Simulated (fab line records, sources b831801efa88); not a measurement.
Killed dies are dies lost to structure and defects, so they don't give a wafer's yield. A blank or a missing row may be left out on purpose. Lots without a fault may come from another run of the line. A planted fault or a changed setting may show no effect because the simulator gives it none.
Which tool did it? | flow sky130 | 13 lots, 39 wafers sampled, at 5 steps of a route of 708

WHAT THE GAUGES READ, wafer by wafer
SKY_GATE_OXIDE_OVL_MEAS_10.
lot  | measured     | on         | GATE_OXIDE_OVL (nm)
L944 | day 13 20:17 | overlay-01 | 2.2 0.6 1.6
L949 | day 16 02:41 | overlay-02 | - - -
L950 | day 16 11:06 | overlay-02 | - - -
L951 | day 16 18:38 | overlay-01 | 1.4 3.1 2.5
L955 | day 18 02:24 | overlay-02 | -0.5 -1.1 -0.3
L956 | day 18 17:08 | overlay-02 | -1.4 1.4 -0.2
L958 | day 19 06:07 | overlay-01 | 0.8 2.9 2.5
L960 | day 20 18:26 | overlay-02 | -1.2 -0.6 1.9
L962 | day 20 19:03 | overlay-01 | -0.1 1.3 2.1
L963 | day 21 04:05 | overlay-01 | -0.3 -0.1 -1.1
L964 | day 21 10:29 | overlay-01 | 2.3 4.6 1.8
L965 | day 21 14:23 | overlay-01 | 0.0 1.0 -2.1
L966 | day 21 20:33 | overlay-01 | 3.0 2.2 3.4

SKY_LOCAL_INTERCONNECT_CD_MEAS_11: target cd 170 nm.
lot  | measured     | on        | cd_nm (nm)
L944 | day 30 07:35 | cd_sem-02 | 169.8 169.8 169.7
L951 | day 33 03:26 | cd_sem-02 | 170.3 170.4 170.4
L955 | day 34 08:44 | cd_sem-01 | 170.5 170.9 170.8
L956 | day 35 01:23 | cd_sem-01 | 169.2 169.8 170.0
L958 | day 35 09:58 | cd_sem-01 | 169.7 171.3 169.7
L960 | day 36 18:22 | cd_sem-02 | 167.2 167.7 168.3
L962 | day 36 19:23 | cd_sem-02 | 169.7 169.8 169.4
L963 | day 36 21:03 | cd_sem-02 | 168.5 167.5 170.1
L964 | day 37 06:50 | cd_sem-01 | 170.3 171.4 172.4
L965 | day 37 11:16 | cd_sem-02 | 170.5 167.8 167.9
L966 | day 37 15:37 | cd_sem-01 | 168.4 171.0 170.0

SKY_CONTACT_THK_MEAS_03.
lot  | measured     | on            | CONTACT_HDPCVD_THK (nm)
L944 | day 30 08:39 | film_metro-03 | 569 563 565
L951 | day 33 04:34 | film_metro-03 | 568 569 563
L955 | day 34 09:46 | film_metro-02 | 566 563 569
L956 | day 35 02:32 | film_metro-01 | 573 568 567
L958 | day 35 11:08 | film_metro-03 | 564 573 568
L960 | day 36 19:29 | film_metro-03 | 573 558 578
L962 | day 36 20:31 | film_metro-01 | 560 563 560
L963 | day 36 22:04 | film_metro-01 | 560 571 565
L964 | day 37 07:52 | film_metro-03 | 575 573 579
L965 | day 37 12:19 | film_metro-03 | 566 573 576
L966 | day 37 16:41 | film_metro-03 | 568 558 562

WHICH TOOL RAN EACH LOT (tool, then ch and the chambers of the sampled wafers, then the start)
lot  | SKY_GATE_OXIDE_COAT_05            | SKY_POLY_GATE_ETCH_16
L944 | litho_track-02 ch 0, day 13 07:35 | rie_diel-01 ch 0,2, day 16 09:36
L949 | litho_track-01, day 15 12:00      | -
L950 | litho_track-03, day 15 21:47      | -
L951 | litho_track-03 ch 0, day 16 04:41 | rie_diel-03 ch 2,3, day 19 12:10
L955 | litho_track-02 ch 0, day 17 12:08 | rie_diel-03 ch 0,2,3, day 20 21:38
L956 | litho_track-01 ch 0, day 18 01:00 | rie_diel-01 ch 0,1,3, day 21 13:22
L958 | litho_track-03 ch 0, day 18 15:20 | rie_diel-03 ch 0,2,3, day 22 01:26
L960 | litho_track-01 ch 0, day 20 03:04 | rie_diel-03 ch 0,2, day 23 13:25
L962 | litho_track-02 ch 0, day 20 04:04 | rie_diel-01 ch 0,2, day 23 14:06
L963 | litho_track-01 ch 0, day 20 12:01 | rie_diel-03 ch 1,3, day 23 21:15
L964 | litho_track-02 ch 0, day 20 19:20 | rie_diel-03 ch 0,1,3, day 24 05:56
L965 | litho_track-03 ch 0, day 20 23:53 | rie_diel-01 ch 0,2, day 24 07:29
L966 | litho_track-03 ch 0, day 21 06:08 | rie_diel-03 ch 1,2,3, day 24 12:56
- SKY_GATE_OXIDE_COAT_05: resist thk 1140 nm.
- SKY_POLY_GATE_ETCH_16: etches Si3N4 in CH3F/O2, stops on poly-Si, time 147.5 s, target depth 75 nm.

WHAT THE TOOLS THEMSELVES READ (means of the sampled wafers that have a number; where no wafer has one, the mark that the record gives instead)
SKY_GATE_OXIDE_COAT_05.
lot  | tool           | chill_plate_temp_C (C) | dispense_pressure_kPa (kPa)
L944 | litho_track-02 | 22.94                  | 58
L949 | litho_track-01 | -                      | -
L950 | litho_track-03 | -                      | -
L951 | litho_track-03 | 22.96                  | 51
L955 | litho_track-02 | 23.03                  | 58
L956 | litho_track-01 | 22.98                  | 53
L958 | litho_track-03 | 22.97                  | 50
L960 | litho_track-01 | 23.03                  | 53
L962 | litho_track-02 | 23.12                  | 58
L963 | litho_track-01 | 23.01                  | 53
L964 | litho_track-02 | 23.02                  | 58
L965 | litho_track-03 | 22.89                  | 50
L966 | litho_track-03 | 22.81                  | 50

SKY_POLY_GATE_ETCH_16.
lot  | tool        | drypump_motor_current_A (A) | oes_product_au (a.u.) | throttle_valve_pct (%)
L944 | rie_diel-01 | 5.81                        | 0.637                 | 10.544
L951 | rie_diel-03 | 5.47                        | 0.640                 | 10.533
L955 | rie_diel-03 | 5.69                        | 0.641                 | 10.530
L956 | rie_diel-01 | 5.95                        | 0.636                 | 10.539
L958 | rie_diel-03 | 5.70                        | 0.650                 | 10.535
L960 | rie_diel-03 | 5.74                        | 0.635                 | 10.536
L962 | rie_diel-01 | 5.77                        | 0.641                 | 10.544
L963 | rie_diel-03 | 5.69                        | 0.642                 | 10.536
L964 | rie_diel-03 | 5.77                        | 0.640                 | 10.540
L965 | rie_diel-01 | 5.79                        | 0.640                 | 10.542
L966 | rie_diel-03 | 5.55                        | 0.642                 | 10.531

THE ANSWER, worked out from the rows above alone
Rule: what is usual is taken from the lots themselves. Put in order of their means at a reading, lots are off if they are a third of the lots or fewer, leave a main group of 4 or more, and stand apart from it by a gap of 3 or more times the standard deviation of the main group's means; of several such gaps the widest counts. A main group whose means are all the same, to the digits that the tables above print for the reading, isn't used. A lot without any number at a reading at which 4 lots or more have one is off too. The other lots that the step has rows for count as sound. The gauges are gone through in route order, then the tools' own readings, and for those a lot's mean is taken as printed above. The first step at which some lot is off is used, and at that step the reading that is off furthest; a lot without a number counts as furthest.
Off: L949, L950, at SKY_GATE_OXIDE_OVL_MEAS_10 (GATE_OXIDE_OVL). Without a number there: L949, L950. The main group: mean 1.0 nm, standard deviation 1.3.
A tool fits if, at a process step before that reading, it ran every lot that is off, and no sound lot after the first of them. The gauges at SKY_GATE_OXIDE_OVL_MEAS_10 aren't tried: what is off there is off at SKY_GATE_OXIDE_COAT_05 too, on other tools, and a gauge's error can't cause that. None of those tried fits.

WHAT THE SIMULATOR HAD PUT IN
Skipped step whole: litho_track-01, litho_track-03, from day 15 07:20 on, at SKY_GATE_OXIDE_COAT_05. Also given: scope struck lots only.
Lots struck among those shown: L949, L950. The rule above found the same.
